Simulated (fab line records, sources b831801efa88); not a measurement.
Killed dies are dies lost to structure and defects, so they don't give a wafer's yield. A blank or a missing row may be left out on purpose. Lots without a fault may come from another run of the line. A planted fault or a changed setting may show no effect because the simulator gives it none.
fab line records | flow gf180mcu
record lots=5 wafers=15 last_day=33
route steps=602 shown M4@475 V4@476 MIM@503
lots that met no fault: from a run of the same line without faults
start_h: hours from the record's first day to the start of the lot's first wafer shown | wait_h: hours since the lot's step before | " the same as in the row above | L1.1+2: a row that stands for several wafers | - no value, or no start given | * or withheld: withheld | < > ~ a bound
route shown NAME@n: a module of which the file shows steps, and the number in the route of the first | usual: mean/standard deviation of fault-free wafers | same: alike in all rows | chamber/n: place in a boat | sites: the reading at each site | _std_site: their standard deviation | _edge_site: outer sites' mean less inner sites' | radius_mm: how far each site lies from the wafer's centre | mask NAME#n: copy n | behind: the tool/chamber that last shaped the wafer | hold: why the lot was held/for how many hours/how that ended | device: the transistor (n, p or np) that didn't switch | end of line: the same wafers' tests at the end of the route | a step without rows: its recipe alone | killed: dies lost to structure and defects at the first sort, not the wafer's yield | map: a wafer's dies, x killed, . not, _ none there
set.NAME: the setting as run; set.NAME@STEP: as run at that earlier step | model.NAME: the simulator's own value behind a step, which no gauge read
lots at some steps of the route; a table a step, a row a wafer
services: from which hour (start_h, from the record's first day; less than 0 if before it) a tool's chamber was out of use, for how many hours, and why
## steps
# step GF_M4_CLEAN_19
# recipe chemistry=DIW dry=n2_spin
# columns lot.wafer tool chamber start_h wait_h
L076.2+4+6 wet_bench-02 2 552.31 0.0
L081.1+4+6 wet_bench-03 1 602.30 0.0
L089.1+4+6 wet_bench-03 3 657.00 0.0
L091.2+3+6 wet_bench-02 3 674.39 0.0
L094.3+5+6 wet_bench-03 1 689.95 0.0
# step GF_V4_CVD_00
# recipe material=SiO2 target_thk_nm=600 sigma_open_frac=0.3 temp_c=400 time_s=100 sih4_flow_sccm=60 pressure_mtorr=6
# usual sih4_flow_sccm=60.00/0.17
# columns lot.wafer tool chamber start_h wait_h sih4_flow_sccm
L076.2 hdpcvd-02 1 552.40 0.0 59.99
L076.4 " 0 " " 60.00
L076.6 " 2 " " 60.13
L081.1 hdpcvd-02 1 602.39 0.0 59.99
L081.4 " 1 " " 60.01
L081.6 " 2 " " 60.14
L089.1 hdpcvd-01 1 657.10 0.0 59.93
L089.4 " 2 " " 60.02
L089.6 " 0 " " 60.23
L091.2 hdpcvd-01 1 674.49 0.0 59.73
L091.3 " 2 " " 59.97
L091.6 " 0 " " 60.07
L094.3 hdpcvd-01 1 690.04 0.0 59.90
L094.5 " 1 " " 59.87
L094.6 " 2 " " 60.14
# step GF_V4_THK_MEAS_01
# recipe reads=SiO2_of_V4_CVD_00
# usual V4_CVD_00_THK=595/5.4
# columns lot.wafer tool chamber start_h wait_h V4_CVD_00_THK[nm]
L076.2 film_metro-02 - 552.49 0.0 591
L076.4 " - " " 605
L076.6 " - " " 596
L081.1 film_metro-03 - 602.46 0.0 591
L081.4 " - " " 596
L081.6 " - " " 597
L089.1 film_metro-02 - 657.17 0.0 592
L089.4 " - " " 600
L089.6 " - " " 590
L091.2 film_metro-03 - 674.57 0.0 588
L091.3 " - " " 593
L091.6 " - " " 588
L094.3 film_metro-02 - 690.13 0.1 593
L094.5 " - " " 599
L094.6 " - " " 589
# step GF_V4_CVD_02
# recipe material=SiO2 target_thk_nm=850 precursor=TEOS temp_c=400 time_s=94.851 rf_w=600
# usual heater_power_w=660/100
# columns lot.wafer tool chamber start_h wait_h heater_power_w
L076.2 pecvd-04 1 552.54 0.0 688
L076.4 " 2 " " 699
L076.6 " 1 " " 754
L081.1 pecvd-01 2 602.52 0.1 756
L081.4 " 2 " " 614
L081.6 " 0 " " 594
L089.1 pecvd-04 0 657.23 0.1 695
L089.4 " 2 " " 681
L089.6 " 0 " " 542
L091.2 pecvd-04 0 674.62 0.0 672
L091.3 " 2 " " 697
L091.6 " 1 " " 710
L094.3 pecvd-04 0 690.17 0.0 575
L094.5 " 1 " " 652
L094.6 " 0 " " 636
# step GF_V4_THK_MEAS_03
# recipe reads=SiO2_of_V4_CVD_02
# usual V4_CVD_02_THK=848/11
# columns lot.wafer tool chamber start_h wait_h V4_CVD_02_THK[nm]
L076.2 film_metro-03 - 552.61 0.0 834
L076.4 " - " " 859
L076.6 " - " " 859
L081.1 film_metro-02 - 602.59 0.0 832
L081.4 " - " " 854
L081.6 " - " " 839
L089.1 film_metro-03 - 657.30 0.0 858
L089.4 " - " " 852
L089.6 " - " " 864
L091.2 film_metro-01 - 674.70 0.0 854
L091.3 " - " " 839
L091.6 " - " " 865
L094.3 film_metro-03 - 690.26 0.1 837
L094.5 " - " " 845
L094.6 " - " " 857
# step GF_V4_CMP_04
# recipe material=SiO2 down_force_psi=4 platen_rpm=60 pad_velocity_m_s=0.94248
# usual edge_zone_pressure_frac=1.000/0.0044 motor_current_A=11.4/0.65 time_to_endpoint_s=78/6.5
# columns lot.wafer tool chamber start_h wait_h edge_zone_pressure_frac motor_current_A time_to_endpoint_s
L076.2 cmp-02 1 552.66 0.0 1.001 11.0 73
L076.4 " 0 " " 0.998 11.7 75
L076.6 " 1 " " 1.000 11.2 83
L081.1 cmp-01 0 602.70 0.1 0.997 12.6 82
L081.4 " 2 " " 1.003 11.2 85
L081.6 " 0 " " 1.000 11.9 85
L089.4 cmp-01 1 657.36 0.0 0.993 12.4 82
L089.1 " 3 " " 0.995 11.2 85
L089.6 " 1 " " 0.995 12.0 88
L091.3 cmp-01 0 674.75 0.0 0.996 12.3 81
L091.2 " 3 " " 1.007 11.4 86
L091.6 " 0 " " 1.002 11.9 93
L094.3 cmp-01 2 690.35 0.1 0.998 10.7 76
L094.6 " 1 " " 1.001 12.0 84
L094.5 " 2 " " 1.003 10.7 81
# step GF_V4_BOW_MEAS_05
# recipe mode=bow
# usual V4_BOW=134/8.7
# columns lot.wafer tool chamber start_h wait_h V4_BOW[um]
L076.2 film_metro-03 - 553.01 0.3 139
L076.4 " - " " 145
L076.6 " - " " 136
L081.1 film_metro-01 - 602.95 0.2 121
L081.4 " - " " 116
L081.6 " - " " 116
L089.1 film_metro-03 - 657.67 0.2 136
L089.4 " - " " 129
L089.6 " - " " 135
L091.2 film_metro-01 - 675.07 0.1 148
L091.3 " - " " 133
L091.6 " - " " 132
L094.3 film_metro-03 - 690.64 0.2 143
L094.5 " - " " 145
L094.6 " - " " 138
# step GF_V4_DEHYDRATE_06
# recipe temp_c=200 time_s=60
# columns lot.wafer tool chamber start_h wait_h
L076.2+4+6 litho_track-04 0 563.74 10.7
L081.1+4+6 litho_track-02 0 612.64 9.7
L089.1+4+6 litho_track-04 0 666.07 8.4
L091.2+3+6 litho_track-04 0 684.24 9.1
L094.3+5+6 litho_track-04 0 699.47 8.8
# step GF_V4_HMDS_07
# recipe prime_time_s=60 prime_temp_c=120
# columns lot.wafer tool chamber start_h wait_h
L076.2+4+6 litho_track-04 0 563.89 0.1
L081.1+4+6 litho_track-02 0 612.79 0.1
L089.1+4+6 litho_track-04 0 666.22 0.1
L091.2+3+6 litho_track-04 0 684.39 0.1
L094.3+5+6 litho_track-04 0 699.62 0.1
# step GF_V4_COAT_08
# recipe resist=BARC temp_c=withheld time_s=withheld spin_rpm=withheld resist_thk_nm=withheld
# columns lot.wafer tool chamber start_h wait_h
L076.2+4+6 litho_track-04 0 564.04 0.1
L081.1+4+6 litho_track-02 0 612.94 0.1
L089.1+4+6 litho_track-04 0 666.37 0.1
L091.2+3+6 litho_track-04 0 684.54 0.1
L094.3+5+6 litho_track-04 0 699.77 0.1
# step GF_V4_COAT_09
# recipe resist=KrF spin_rpm=withheld resist_thk_nm=1000
# columns lot.wafer tool chamber start_h wait_h
L076.2+4+6 litho_track-04 0 - -
L081.1+4+6 litho_track-02 0 - -
L089.1+4+6 litho_track-04 0 - -
L091.2+3+6 litho_track-04 0 - -
L094.3+5+6 litho_track-04 0 - -
# step GF_V4_SOFTBAKE_10
# recipe temp_c=130 time_s=60 resist=KrF
# columns lot.wafer tool chamber start_h wait_h
L076.2+4+6 litho_track-04 0 - -
L081.1+4+6 litho_track-02 0 - -
L089.1+4+6 litho_track-04 0 - -
L091.2+3+6 litho_track-04 0 - -
L094.3+5+6 litho_track-04 0 - -
# step GF_V4_EXPOSE_11
# recipe mask_id=Via4 target_cd_nm=260 na=0.68 source_shape=conventional sigma_outer=0.6 dose_mj=38
# columns lot.wafer tool chamber start_h wait_h mask
L076.2+4+6 krf_scanner-01 0 - - Via4#0
L081.1+4+6 krf_scanner-02 0 - - Via4#0
L089.1+4+6 krf_scanner-01 0 - - Via4#0
L091.2+3+6 krf_scanner-01 0 - - Via4#0
L094.3+5+6 krf_scanner-02 0 - - Via4#0
# step GF_V4_PEB_12
# recipe peb_temp_c=135 peb_time_s=90 resist=KrF
# columns lot.wafer tool chamber start_h wait_h
L076.2+4+6 litho_track-02 0 - -
L081.1+4+6 litho_track-04 0 - -
L089.1+4+6 litho_track-02 0 - -
L091.2+3+6 litho_track-04 0 - -
L094.3+5+6 litho_track-01 0 - -
# step GF_V4_DEVELOP_13
# recipe develop_time_s=60 resist=KrF dev_temp_c=21
# columns lot.wafer tool chamber start_h wait_h
L076.2+4+6 litho_track-02 0 574.96 0.2
L081.1+4+6 litho_track-04 0 623.72 0.2
L089.1+4+6 litho_track-02 0 676.49 0.2
L091.2+3+6 litho_track-04 0 694.19 0.2
L094.3+5+6 litho_track-01 0 709.21 0.1
# step GF_V4_CD_MEAS_14
# recipe target_cd_nm=260
# usual cd_nm=259.5/0.93
# columns lot.wafer tool chamber start_h wait_h cd_nm
L076.2 cd_sem-02 - 575.11 0.1 259.5
L076.4 " - " " 260.6
L076.6 " - " " 259.9
L081.1 cd_sem-02 - 623.87 0.1 260.3
L081.4 " - " " 260.2
L081.6 " - " " 260.5
L089.1 cd_sem-01 - 676.64 0.1 259.8
L089.4 " - " " 259.7
L089.6 " - " " 259.7
L091.2 cd_sem-01 - 694.34 0.1 260.0
L091.3 " - " " 260.1
L091.6 " - " " 259.5
L094.3 cd_sem-01 - 709.35 0.1 259.5
L094.5 " - " " 257.7
L094.6 " - " " 259.0
# step GF_V4_OVL_MEAS_15
# usual V4_OVL=-2/4.4
# columns lot.wafer tool chamber start_h wait_h V4_OVL[nm]
L076.2 overlay-01 - 575.22 0.1 0
L076.4 " - " " -1
L076.6 " - " " -2
L081.1 overlay-01 - 623.99 0.1 4
L081.4 " - " " -5
L081.6 " - " " -9
L089.1 overlay-02 - 676.76 0.1 -5
L089.4 " - " " -7
L089.6 " - " " -5
L091.2 overlay-01 - 694.44 0.1 3
L091.3 " - " " 1
L091.6 " - " " -5
L094.3 overlay-01 - 709.45 0.1 -5
L094.5 " - " " -7
L094.6 " - " " -4
# step GF_V4_ETCH_16
# recipe chemistry=N2/H2 target_depth_a=withheld overetch_a=withheld time_s=withheld target=BARC ion_energy_ev=200 source_w=500 bias_w=100 pressure_mtorr=30 n2_flow_sccm=100 h2_flow_sccm=200
# usual drypump_motor_current_A=5.8/0.51 oes_product_au=0.855/0.0044 throttle_valve_pct=13.224/0.0097
# columns lot.wafer tool chamber start_h wait_h drypump_motor_current_A oes_product_au throttle_valve_pct
L076.2 rie_diel-02 2 575.25 0.0 6.2 0.854 13.218
L076.4 " 3 " " 5.1 0.856 13.223
L076.6 " 2 " " 6.2 0.854 13.227
L081.1 rie_diel-04 3 624.02 0.0 6.3 0.846 13.239
L081.4 " 0 " " 5.7 0.850 13.205
L081.6 " 2 " " 4.7 0.861 13.218
L089.1 rie_diel-01 1 676.79 0.0 6.2 0.854 13.238
L089.4 " 3 " " 6.0 0.857 13.231
L089.6 " 0 " " 5.7 0.859 13.232
L091.2 rie_diel-04 0 694.47 0.0 5.7 0.861 13.211
L091.3 " 1 " " 5.2 0.855 13.229
L091.6 " 3 " " 6.3 0.847 13.229
L094.3 rie_diel-01 0 709.47 0.0 5.8 0.857 13.225
L094.5 " 1 " " 6.2 0.860 13.231
L094.6 " 2 " " 6.1 0.858 13.236
# step GF_V4_ETCH_17
# recipe chemistry=C4F8/O2/Ar mask_material=KrF target=SiO2 stop_on=TiN source_w=1500 bias_w=1200 pressure_mtorr=40 c4f8_flow_sccm=withheld O2_flow_sccm=6 Ar_flow_sccm=300 time_s=withheld target_depth_a=6300
# usual oes_product_au=0.860/0.0049
# columns lot.wafer tool chamber start_h wait_h oes_product_au
L076.2 rie_diel-02 2 - - 0.862
L076.4 " 3 " " 0.864
L076.6 " 2 " " 0.849
L081.1 rie_diel-04 3 - - 0.861
L081.4 " 0 " " 0.859
L081.6 " 2 " " 0.862
L089.1 rie_diel-01 1 - - 0.852
L089.4 " 3 " " 0.859
L089.6 " 0 " " 0.862
L091.2 rie_diel-04 0 - - 0.859
L091.3 " 1 " " 0.857
L091.6 " 3 " " 0.863
L094.3 rie_diel-01 0 - - 0.860
L094.5 " 1 " " 0.859
L094.6 " 2 " " 0.867
# step GF_V4_STRIP_18
# recipe chemistry=O2/N2 power_w=1400 pressure_mtorr=1500 platen_temp_c=250 o2_flow_sccm=3000 n2_flow_sccm=300 overash_fraction=0.5
# usual drypump_motor_current_A=5.5/0.4 heater_power_w=304/15 oes_product_au=0.592/0.0047
# columns lot.wafer tool chamber start_h wait_h drypump_motor_current_A heater_power_w oes_product_au rf_hours_counter_h
L076.2 plasma_asher-03 0 575.37 - 5.9 290 0.595 94
L076.4 " 1 " " 5.5 316 0.590 -
L076.6 " 1 " " 5.5 323 0.594 -
L081.1 plasma_asher-02 0 624.15 - 5.4 282 0.593 50
L081.4 " 1 " " 6.1 290 0.593 -
L081.6 " 0 " " 5.3 287 0.595 -
L089.1 plasma_asher-03 1 676.92 - 5.5 306 0.588 104
L089.4 " 1 " " 5.5 320 0.589 -
L089.6 " 1 " " 5.5 323 0.589 -
L091.2 plasma_asher-04 0 694.60 - 5.0 320 0.595 99
L091.3 " 0 " " 4.9 322 0.582 -
L091.6 " 1 " " 5.7 300 0.586 -
L094.3 plasma_asher-04 1 709.63 - 5.7 295 0.584 -
L094.5 " 0 " " 4.9 324 0.589 -
L094.6 " 1 " " 5.7 291 0.591 -
# step GF_V4_STRIP_19
# recipe chemistry=post_etch_residue_remover time_s=1200 temp_c=72.5
# columns lot.wafer tool chamber start_h wait_h
L076.2+4+6 wet_bench-02 0 575.47 0.1
L081.1+4+6 wet_bench-04 3 624.25 0.1
L089.1+4+6 wet_bench-02 1 677.02 0.1
L091.2+3+6 wet_bench-01 3 694.70 0.1
L094.3+5+6 wet_bench-01 3 709.70 0.0
# step GF_V4_CLEAN_20
# recipe chemistry=DIW dry=n2_spin
# columns lot.wafer tool chamber start_h wait_h
L076.2+4+6 wet_bench-04 0 575.82 0.0
L081.1+4+6 wet_bench-01 2 624.59 0.0
L089.1+4+6 wet_bench-01 1 677.36 0.0
L091.2+3+6 wet_bench-02 1 695.04 0.0
L094.3+5+6 wet_bench-04 3 710.07 0.0
# step GF_V4_SPUTTER_21
# recipe material=Ti target_thk_nm=15 chamber_pressure_pa=5 power_w=2500 substrate_temp_c=200 time_s=80.02
# usual throttle_valve_pct=30.4/1.1
# columns lot.wafer tool chamber start_h wait_h throttle_valve_pct
L076.2 pvd_sputter-04 - 575.91 0.0 31.7
L076.4 " - " " 30.0
L076.6 " - " " 31.4
L081.1 pvd_sputter-04 - 624.69 0.0 31.8
L081.4 " - " " 29.8
L081.6 " - " " 31.3
L089.1 pvd_sputter-03 - 677.46 0.0 31.1
L089.4 " - " " 27.7
L089.6 " - " " 27.9
L091.2 pvd_sputter-04 - 695.14 0.0 30.9
L091.3 " - " " 30.0
L091.6 " - " " 31.4
L094.3 pvd_sputter-04 - 710.16 0.0 31.3
L094.5 " - " " 30.1
L094.6 " - " " 31.8
# step GF_V4_SPUTTER_22
# recipe material=TiN target_thk_nm=10 chamber_pressure_pa=5 power_w=4000 time_s=40
# usual throttle_valve_pct=30.3/1.1
# columns lot.wafer tool chamber start_h wait_h throttle_valve_pct
L076.2 pvd_sputter-04 - 575.97 0.0 31.6
L076.4 " - " " 29.9
L076.6 " - " " 31.4
L081.1 pvd_sputter-04 - 624.75 0.0 31.9
L081.4 " - " " 29.6
L081.6 " - " " 31.1
L089.1 pvd_sputter-03 - 677.53 0.0 31.3
L089.4 " - " " 28.0
L089.6 " - " " 27.8
L091.2 pvd_sputter-04 - 695.21 0.0 31.0
L091.3 " - " " 29.7
L091.6 " - " " 31.3
L094.3 pvd_sputter-04 - 710.23 0.0 31.5
L094.5 " - " " 30.0
L094.6 " - " " 31.6
# step GF_V4_CVD_23
# recipe material=W target_thk_nm=350 time_s=104.9 temp_c=400 pressure_torr=40
# usual heater_power_w=865/24
# columns lot.wafer tool chamber start_h wait_h heater_power_w
L076.2 cvd_w-02 0 576.01 0.0 815
L076.4 " 1 " " 867
L076.6 " 1 " " 874
L081.1 cvd_w-01 1 624.79 0.0 852
L081.4 " 0 " " 865
L081.6 " 1 " " 859
L089.1 cvd_w-02 0 677.56 0.0 838
L089.4 " 0 " " 828
L089.6 " 0 " " 827
L091.2 cvd_w-01 0 695.24 0.0 877
L091.3 " 1 " " 906
L091.6 " 1 " " 841
L094.3 cvd_w-01 1 710.30 0.1 853
L094.5 " 0 " " 886
L094.6 " 1 " " 838
# step GF_V4_RS_MEAS_24
# recipe thk_meas_gauge=four-point-probe reads=W_of_V4_CVD_23+TiN_of_V4_SPUTTER_22+Ti_of_V4_SPUTTER_21
# usual V4_W_RS=0.329/0.0044
# columns lot.wafer tool chamber start_h wait_h V4_W_RS[ohm/sq]
L076.2 film_metro-01 - 576.14 0.1 0.327
L076.4 " - " " 0.327
L076.6 " - " " 0.326
L081.1 film_metro-02 - 624.90 0.1 0.336
L081.4 " - " " 0.329
L081.6 " - " " 0.333
L089.1 film_metro-03 - 677.68 0.1 0.332
L089.4 " - " " 0.335
L089.6 " - " " 0.333
L091.2 film_metro-02 - 695.38 0.1 0.327
L091.3 " - " " 0.328
L091.6 " - " " 0.335
L094.3 film_metro-01 - 710.42 0.1 0.333
L094.5 " - " " 0.325
L094.6 " - " " 0.332
# step GF_V4_THK_MEAS_25
# recipe thk_meas_gauge=xrf reads=W_of_V4_CVD_23
# usual V4_W_THK=349/5.9
# columns lot.wafer tool chamber start_h wait_h V4_W_THK[nm]
L076.2 film_metro-01 - 576.25 0.1 353
L076.4 " - " " 353
L076.6 " - " " 353
L081.1 film_metro-02 - 625.02 0.1 343
L081.4 " - " " 347
L081.6 " - " " 346
L089.1 film_metro-03 - 677.80 0.1 343
L089.4 " - " " 342
L089.6 " - " " 341
L091.2 film_metro-02 - 695.49 0.1 344
L091.3 " - " " 342
L091.6 " - " " 338
L094.3 film_metro-01 - 710.52 0.1 344
L094.5 " - " " 355
L094.6 " - " " 347
# step GF_V4_CMP_26
# recipe stop_on=SiO2 down_force_psi=3.5 platen_rpm=60 t_overpolish_s=15 target_thk_nm=0 pad_velocity_m_s=0.94248
# usual edge_zone_pressure_frac=1.001/0.0051 motor_current_A=10.6/0.64 overpolish_run_s=15.000/0.0094 time_to_endpoint_s=84/3.9
# columns lot.wafer tool chamber start_h wait_h edge_zone_pressure_frac motor_current_A overpolish_run_s time_to_endpoint_s
L076.2 cmp-01 3 576.30 0.0 1.003 10.2 14.996 85
L076.4 " 1 " " 1.002 10.8 15.000 84
L076.6 " 0 " " 0.999 11.2 15.027 88
L081.4 cmp-02 2 625.08 0.0 1.004 10.2 15.006 84
L081.1 " 1 " " 1.001 10.0 15.005 82
L081.6 " 3 " " 1.001 11.1 15.010 75
L089.4 cmp-01 1 677.86 0.0 1.006 11.5 14.981 81
L089.1 " 3 " " 1.002 10.3 14.994 86
L089.6 " 2 " " 0.997 10.4 14.996 85
L091.3 cmp-01 0 695.59 0.1 1.001 11.5 15.026 87
L091.2 " 1 " " 0.998 11.5 15.001 86
L091.6 " 3 " " 0.993 10.5 15.003 82
L094.3 cmp-01 3 710.61 0.1 0.993 10.7 15.006 85
L094.5 " 2 " " 1.004 9.6 14.994 84
L094.6 " 3 " " 0.991 11.2 15.001 84
# step GF_MIM_SPUTTER_00
# recipe material=Ti target_thk_nm=37.5 arriving_ion_energy_ev=80 substrate_temp_c=200 chamber_pressure_pa=2 power_w=4000 time_s=150
# usual throttle_valve_pct=30.3/1.1
# columns lot.wafer tool chamber start_h wait_h throttle_valve_pct
L076.2 pvd_sputter-03 - 576.60 0.2 28.1
L076.4 " - " " 30.9
L076.6 " - " " 28.1
L081.1 pvd_sputter-01 - 625.38 0.1 31.0
L081.4 " - " " 30.8
L081.6 " - " " 31.1
L089.1 pvd_sputter-04 - 678.16 0.1 31.5
L089.4 " - " " 31.0
L089.6 " - " " 31.8
L091.2 pvd_sputter-03 - 695.84 0.1 28.1
L091.3 " - " " 31.2
L091.6 " - " " 31.2
L094.3 pvd_sputter-01 - 710.86 0.2 30.5
L094.5 " - " " 30.2
L094.6 " - " " 30.9
# step GF_MIM_SPUTTER_01
# recipe material=TiN target_thk_nm=30 power_w=6500 time_s=25 chamber_pressure_pa=0.4
# usual throttle_valve_pct=30.3/1.1
# columns lot.wafer tool chamber start_h wait_h throttle_valve_pct
L076.2 pvd_sputter-03 - 576.70 0.1 28.0
L076.4 " - " " 30.8
L076.6 " - " " 28.1
L081.1 pvd_sputter-01 - 625.48 0.1 30.9
L081.4 " - " " 31.1
L081.6 " - " " 30.7
L089.1 pvd_sputter-04 - 678.26 0.1 31.6
L089.4 " - " " 31.1
L089.6 " - " " 31.2
L091.2 pvd_sputter-03 - 695.94 0.1 28.2
L091.3 " - " " 31.2
L091.6 " - " " 31.1
L094.3 pvd_sputter-01 - 710.96 0.1 30.9
L094.5 " - " " 29.8
L094.6 " - " " 30.7
# step GF_MIM_SPUTTER_02
# recipe material=AlCu target_thk_nm=450 power_w=10600 time_s=23.9 chamber_pressure_pa=0.4
# usual throttle_valve_pct=30.3/1.1
# columns lot.wafer tool chamber start_h wait_h throttle_valve_pct
L076.2 pvd_sputter-03 - 576.73 0.0 28.0
L076.4 " - " " 30.7
L076.6 " - " " 27.7
L081.1 pvd_sputter-01 - 625.51 0.0 30.7
L081.4 " - " " 30.9
L081.6 " - " " 30.8
L089.1 pvd_sputter-04 - 678.29 0.0 31.3
L089.4 " - " " 31.2
L089.6 " - " " 31.3
L091.2 pvd_sputter-03 - 695.97 0.0 28.2
L091.3 " - " " 31.4
L091.6 " - " " 31.7
L094.3 pvd_sputter-01 - 710.99 0.0 30.8
L094.5 " - " " 29.7
L094.6 " - " " 30.8
# step GF_MIM_SPUTTER_03
# recipe material=Ti target_thk_nm=10 substrate_temp_c=300 chamber_pressure_pa=0.3 power_w=3000 time_s=6.7
# usual throttle_valve_pct=30.3/1.1
# columns lot.wafer tool chamber start_h wait_h throttle_valve_pct
L076.2 pvd_sputter-03 - 576.76 0.0 28.1
L076.4 " - " " 31.0
L076.6 " - " " 28.2
L081.1 pvd_sputter-01 - 625.54 0.0 31.0
L081.4 " - " " 30.9
L081.6 " - " " 31.0
L089.1 pvd_sputter-04 - 678.32 0.0 31.5
L089.4 " - " " 31.1
L089.6 " - " " 31.5
L091.2 pvd_sputter-03 - 696.00 0.0 27.8
L091.3 " - " " 31.2
L091.6 " - " " 31.2
L094.3 pvd_sputter-01 - 711.02 0.0 30.7
L094.5 " - " " 30.0
L094.6 " - " " 30.9
# step GF_MIM_SPUTTER_04
# recipe material=TiN target_thk_nm=50 power_w=6500 time_s=41.7 chamber_pressure_pa=0.4
# usual throttle_valve_pct=30.3/1.1
# columns lot.wafer tool chamber start_h wait_h throttle_valve_pct
L076.2 pvd_sputter-03 - 576.78 0.0 28.0
L076.4 " - " " 30.8
L076.6 " - " " 28.0
L081.1 pvd_sputter-01 - 625.56 0.0 31.1
L081.4 " - " " 30.8
L081.6 " - " " 31.1
L089.1 pvd_sputter-04 - 678.34 0.0 31.5
L089.4 " - " " 31.2
L089.6 " - " " 31.3
L091.2 pvd_sputter-03 - 696.02 0.0 28.2
L091.3 " - " " 31.1
L091.6 " - " " 31.5
L094.3 pvd_sputter-01 - 711.04 0.0 30.7
L094.5 " - " " 30.0
L094.6 " - " " 31.0
# step GF_MIM_CVD_05
# recipe material=Si3N4 target_thk_nm=42 temp_max_c=400 temp_c=385 time_s=29.68 rf_w=450
# usual heater_power_w=699/120
# columns lot.wafer tool chamber start_h wait_h heater_power_w
L076.2 pecvd-02 0 576.82 0.0 875
L076.4 " 2 " " 813
L076.6 " 0 " " 889
L081.1 pecvd-03 0 625.60 0.0 690
L081.4 " 0 " " 683
L081.6 " 2 " " 424
L089.1 pecvd-03 1 678.38 0.0 670
L089.4 " 1 " " 676
L089.6 " 0 " " 639
L091.2 pecvd-01 1 696.06 0.0 742
L091.3 " 0 " " 585
L091.6 " 0 " " 598
L094.3 pecvd-01 2 711.08 0.0 736
L094.5 " 2 " " 733
L094.6 " 0 " " 590
# step GF_MIM_THK_MEAS_06
# recipe reads=Si3N4_of_MIM_CVD_05
# usual MIM_CVD_05_THK=42.7/0.59
# columns lot.wafer tool chamber start_h wait_h MIM_CVD_05_THK[nm]
L076.2 film_metro-02 - 576.86 0.0 42.5
L076.4 " - " " 42.4
L076.6 " - " " 43.0
L081.1 film_metro-02 - 625.63 0.0 42.1
L081.4 " - " " 42.6
L081.6 " - " " 42.5
L089.1 film_metro-02 - 678.41 0.0 41.6
L089.4 " - " " 42.4
L089.6 " - " " 42.3
L091.2 film_metro-04 - 696.10 0.0 43.1
L091.3 " - " " 43.7
L091.6 " - " " 44.3
L094.3 film_metro-04 - 711.13 0.0 43.0
L094.5 " - " " 43.6
L094.6 " - " " 43.7
# step GF_MIM_SPUTTER_07
# recipe material=TiN target_thk_nm=60 power_w=6500 time_s=50 chamber_pressure_pa=0.4
# usual throttle_valve_pct=30.2/1.2
# columns lot.wafer tool chamber start_h wait_h throttle_valve_pct
L076.2 pvd_sputter-01 - 576.91 0.0 28.2
L076.4 " - " " 30.0
L076.6 " - " " 28.4
L081.1 pvd_sputter-03 - 625.69 0.1 31.3
L081.4 " - " " 27.9
L081.6 " - " " 28.0
L089.1 pvd_sputter-04 - 678.47 0.1 31.4
L089.4 " - " " 31.4
L089.6 " - " " 31.6
L091.2 pvd_sputter-04 - 696.15 0.0 31.1
L091.3 " - " " 30.0
L091.6 " - " " 31.5
L094.3 pvd_sputter-03 - 711.17 0.0 28.2
L094.5 " - " " 30.8
L094.6 " - " " 27.9
# step GF_MIM_SPUTTER_08
# recipe material=AlCu target_thk_nm=200 power_w=10600 time_s=10.6 chamber_pressure_pa=0.4
# usual throttle_valve_pct=30.2/1.1
# columns lot.wafer tool chamber start_h wait_h throttle_valve_pct
L076.2 pvd_sputter-01 - 576.96 0.0 28.3
L076.4 " - " " 30.0
L076.6 " - " " 28.3
L081.1 pvd_sputter-03 - 625.74 0.0 31.5
L081.4 " - " " 28.1
L081.6 " - " " 28.0
L089.1 pvd_sputter-04 - 678.52 0.0 31.0
L089.4 " - " " 31.3
L089.6 " - " " 31.3
L091.2 pvd_sputter-04 - 696.19 0.0 31.2
L091.3 " - " " 29.9
L091.6 " - " " 31.6
L094.3 pvd_sputter-03 - 711.21 0.0 28.1
L094.5 " - " " 30.8
L094.6 " - " " 27.9
# step GF_MIM_SPUTTER_09
# recipe material=TiN target_thk_nm=35 power_w=6500 time_s=29.2 chamber_pressure_pa=0.4
# usual throttle_valve_pct=30.2/1.2
# columns lot.wafer tool chamber start_h wait_h throttle_valve_pct
L076.2 pvd_sputter-01 - 576.98 0.0 28.5
L076.4 " - " " 30.2
L076.6 " - " " 28.6
L081.1 pvd_sputter-03 - 625.76 0.0 31.4
L081.4 " - " " 28.2
L081.6 " - " " 28.0
L089.1 pvd_sputter-04 - 678.54 0.0 31.2
L089.4 " - " " 31.5
L089.6 " - " " 31.7
L091.2 pvd_sputter-04 - 696.22 0.0 31.3
L091.3 " - " " 30.1
L091.6 " - " " 31.6
L094.3 pvd_sputter-03 - 711.24 0.0 27.8
L094.5 " - " " 30.9
L094.6 " - " " 27.8
# step GF_MIM_RS_MEAS_10
# recipe thk_meas_gauge=four-point-probe reads=TiN_of_MIM_SPUTTER_09+AlCu_of_MIM_SPUTTER_08+TiN_of_MIM_SPUTTER_07
# usual MIM_ALCU_RS=0.1606/0.0015
# columns lot.wafer tool chamber start_h wait_h MIM_ALCU_RS[ohm/sq]
L076.2 film_metro-03 - 577.03 0.0 0.1579
L076.4 " - " " 0.1588
L076.6 " - " " 0.1579
L081.1 film_metro-03 - 625.79 0.0 0.1604
L081.4 " - " " 0.1593
L081.6 " - " " 0.1615
L089.1 film_metro-03 - 678.57 0.0 0.1618
L089.4 " - " " 0.1630
L089.6 " - " " 0.1654
L091.2 film_metro-02 - 696.27 0.0 0.1583
L091.3 " - " " 0.1601
L091.6 " - " " 0.1629
L094.3 film_metro-03 - 711.31 0.1 0.1591
L094.5 " - " " 0.1598
L094.6 " - " " 0.1581
## services
# columns tool chamber start_h hours kind
cvd_w-01 - 532.29 0.5 repair
hdpcvd-01 - 532.88 0.3 repair
rie_diel-04 1 538.44 8.4 repair
hdpcvd-01 - 539.25 15.0 pm
pecvd-01 - 542.97 2.0 repair
pecvd-04 - 549.00 0.3 repair
rie_diel-04 0 553.22 15.9 repair
wet_bench-03 - 558.75 1.9 pm
cmp-01 - 567.27 0.8 repair
pecvd-04 - 593.79 1.0 repair
pecvd-04 0 598.01 7.9 repair
cvd_w-01 - 605.68 6.0 pm
cmp-01 - 607.77 0.8 repair
krf_scanner-01 - 609.53 0.8 pm
rie_diel-04 - 610.54 2.8 pm
rie_diel-04 2 614.79 4.0 repair
rie_diel-04 3 617.22 6.4 repair
pecvd-04 - 617.40 2.8 pm
pecvd-01 - 617.54 2.8 pm
wet_bench-03 - 641.18 5.3 repair
pecvd-04 - 642.83 2.4 repair
cmp-01 - 650.92 1.9 repair
rie_diel-01 1 664.60 3.2 repair
pvd_sputter-04 - 669.01 2.0 repair
## key
fault none
